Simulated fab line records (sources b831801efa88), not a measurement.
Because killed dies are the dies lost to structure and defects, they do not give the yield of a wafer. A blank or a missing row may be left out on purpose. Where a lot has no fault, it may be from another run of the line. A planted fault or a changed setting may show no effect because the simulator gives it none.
Chamber matching -- flow gf180mcu -- GF_CONTACT_CVD_02 on pecvd-03: 3 sister chambers
The step deposits SiO2 from TEOS, target thk 860 nm, time 95.992 s. 18 wafers are shown with their chamber, then 9 later ones without.

EACH WAFER AND ITS CHAMBER
wafer,chamber,heater_power_w (W),susceptor_temp_C (C)
L079.1,2,591,399.60
L079.3,1,642,399.99
L079.4,0,746,399.98
L082.2,1,553,400.00
L082.5,1,613,400.08
L082.6,2,683,400.11
L086.2,1,620,399.86
L086.4,2,684,400.12
L086.6,0,750,400.10
L089.1,1,508,399.89
L089.2,0,721,399.94
L089.5,2,562,400.28
L090.4,2,552,399.77
L090.5,0,647,399.79
L090.6,1,517,399.81
L092.3,0,754,399.78
L092.4,1,625,400.05
L092.6,0,807,400.16

SIGNATURES (means of the wafers above)
reading,chamber 0,chamber 1,chamber 2,scatter within a chamber
heater_power_w,737.50,582.57,614.40,57.1
susceptor_temp_C,399.9583,399.9543,399.9760,0.182
Rule: a wafer's distance from a chamber is the root of the sum, over the readings, of the square of ((its reading less the chamber's mean) divided by the reading's scatter). If the next closest chamber is less than 2 further off than the closest, the wafer can't be placed; otherwise it belongs to the closest. The scatter: take each reading less its chamber's mean, square it, sum over the shown wafers, divide by the number of wafers less the number of chambers, and take the root.

WAFERS WHOSE CHAMBER IS MISSING
wafer,heater_power_w (W),susceptor_temp_C (C)
L093.1,599,399.81
L093.3,562,400.05
L093.4,655,400.21
L094.1,666,399.81
L094.2,769,399.84
L094.3,652,400.03
L095.1,553,399.82
L095.3,697,400.10
L095.6,758,400.23

EACH ONE'S CHAMBER
wafer,from the rows above,in truth
L093.1,can't be placed: 1 or 2 or 0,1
L093.3,can't be placed: 1 or 2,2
L093.4,can't be placed: 2 or 1 or 0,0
L094.1,can't be placed: 2 or 0 or 1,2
L094.2,can't be placed: 0 or 2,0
L094.3,can't be placed: 2 or 1 or 0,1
L095.1,can't be placed: 1 or 2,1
L095.3,can't be placed: 0 or 2 or 1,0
L095.6,can't be placed: 0 or 2 or 1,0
Placed correctly: 0 of 9. Unplaceable from these rows: 9, with the true chamber sitting among the candidates in 9. 0 placed wrongly.
